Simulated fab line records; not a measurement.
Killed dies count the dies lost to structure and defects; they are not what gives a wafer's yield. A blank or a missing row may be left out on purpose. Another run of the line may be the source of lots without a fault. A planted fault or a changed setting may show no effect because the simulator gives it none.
Struck lot and sound lot, side by side | flow gf180mcu | 24 steps out of a route of 602
Sound: these wafers, L611.3, L611.5, L611.6. The struck wafers were L621.1, L621.2, L621.6. The cause comes at the end.
Each step with rows lists, per side, the tool, then ch with its chambers, then its first start. Under that, the readings that differ: sound wafers | struck wafers | difference of the means | sigmas: that difference in standard deviations of wafers without a fault.
alike: readings whose means differ by less than 2 such deviations, and words and numbers that are the same on both sides. not compared: withheld readings, readings that some wafer has no value for, bounds like >300 that may hide the same value, and numbers for which the record gives no deviation and whose values overlap.
Wherever a step has rows on one side only, a row that says differs or no value, or a row with sigmas, the two part there. Numbers that have no deviation but don't overlap get no sigmas and don't part them. A reading that every wafer of one side lacks parts them only if that side has two wafers or more.

first, 3 steps without rows for these wafers: GF_HV_LDD_EXPOSE_16 (exposes mask Pplus LV AREA, target cd 400 nm); GF_HV_LDD_PEB_17; GF_HV_LDD_DEVELOP_18 (develop time 60 s).
GF_HV_LDD_CD_MEAS_19: the cd target is 400 nm.
  sound on cdSem-01 at day 12 12:15; struck on cdSem-02 at day 15 20:58
  alike: cdNm
GF_HV_LDD_OVL_MEAS_20:
  sound on overlay-02 at day 12 12:21; struck on overlay-01 at day 15 21:05
  alike: HV_LDD_01_OVL
following that, these wafers have no rows for 1 step: GF_HV_LDD_IMPLANT_21.
GF_HV_LDD_STRIP_22: strips in O2/N2.
  sound on plasmaAsher-03 ch 0,1, day 12 12:33; struck on plasmaAsher-02 ch 0,1, day 15 21:16
  alike: drypumpMotorCurrentA, heaterPowerW, oesProductAu, stripTimeToEndpointS
  not compared: rfHoursCounterH
GF_HV_LDD_TW_MEAS_23:
  sound on filmMetro-02 at day 12 12:38; struck on filmMetro-02 at day 15 21:22
  alike: HV_LDD_2_TW
then, 4 steps without rows for these wafers: GF_HV_LDD_DEHYDRATE_24 (time 60 s); GF_HV_LDD_HMDS_25 (prime time 60 s); GF_HV_LDD_COAT_26 (resist thk 1000 nm); GF_HV_LDD_SOFTBAKE_27 (time 60 s).
GF_HV_LDD_EXPOSE_28: exposes mask Nplus HV AREA, target cd 400 nm.
  sound on ilineStepper-01 ch 0, day 12 22:38; struck on ilineStepper-02 ch 0, day 16 08:01
reading | sound                                           | struck                                          | difference | sigmas
mask    | Nplus_HV_AREA#0 Nplus_HV_AREA#0 Nplus_HV_AREA#0 | Pplus_HV_AREA#0 Pplus_HV_AREA#0 Pplus_HV_AREA#0 | differs    | 
then, 2 steps without rows for these wafers: GF_HV_LDD_PEB_29; GF_HV_LDD_DEVELOP_30 (develop time 60 s).
GF_HV_LDD_CD_MEAS_31: the cd target is 400 nm.
  sound on cdSem-01 at day 13 08:30; struck on cdSem-02 at day 16 19:20
reading   | sound             | struck | difference                    | sigmas
cdNm (nm) | 400.1 397.8 398.1 | - - -  | no value on the struck wafers | 
GF_HV_LDD_OVL_MEAS_32:
  sound on overlay-02 at day 13 08:36; struck on overlay-02 at day 16 19:27
reading            | sound         | struck | difference                    | sigmas
HV_LDD_02_OVL (nm) | -2.5 0.3 -2.1 | - - -  | no value on the struck wafers | 
then, 4 steps without rows for these wafers: GF_HV_LDD_IMPLANT_33; GF_HV_LDD_IMPLANT_34; GF_HV_LDD_IMPLANT_35; GF_HV_LDD_IMPLANT_36.
GF_HV_LDD_STRIP_37: strips in O2/N2.
  sound on plasmaAsher-04 ch 0,1, day 13 09:15; struck on plasmaAsher-02 ch 0,1, day 16 20:05
  alike: drypumpMotorCurrentA, heaterPowerW, oesProductAu, stripTimeToEndpointS
  not compared: rfHoursCounterH
GF_HV_LDD_TW_MEAS_38:
  sound on filmMetro-02 at day 13 09:20; struck on filmMetro-04 at day 16 20:25
reading     | sound          | struck   | difference | sigmas
HV_LDD_3_TW | 1440 1434 1439 | 30 30 30 | -1408      | -99 or more
  not compared: hold
GF_PASSIVATION_PROBE_99:
  the record holds rows for the sound wafers here (prober-01, day 30 21:16) but none for the struck ones

## WHERE THEY PART
Earliest at GF_HV_LDD_EXPOSE_28; latest, in this record, at GF_PASSIVATION_PROBE_99.

WHY: the cause the simulator had injected
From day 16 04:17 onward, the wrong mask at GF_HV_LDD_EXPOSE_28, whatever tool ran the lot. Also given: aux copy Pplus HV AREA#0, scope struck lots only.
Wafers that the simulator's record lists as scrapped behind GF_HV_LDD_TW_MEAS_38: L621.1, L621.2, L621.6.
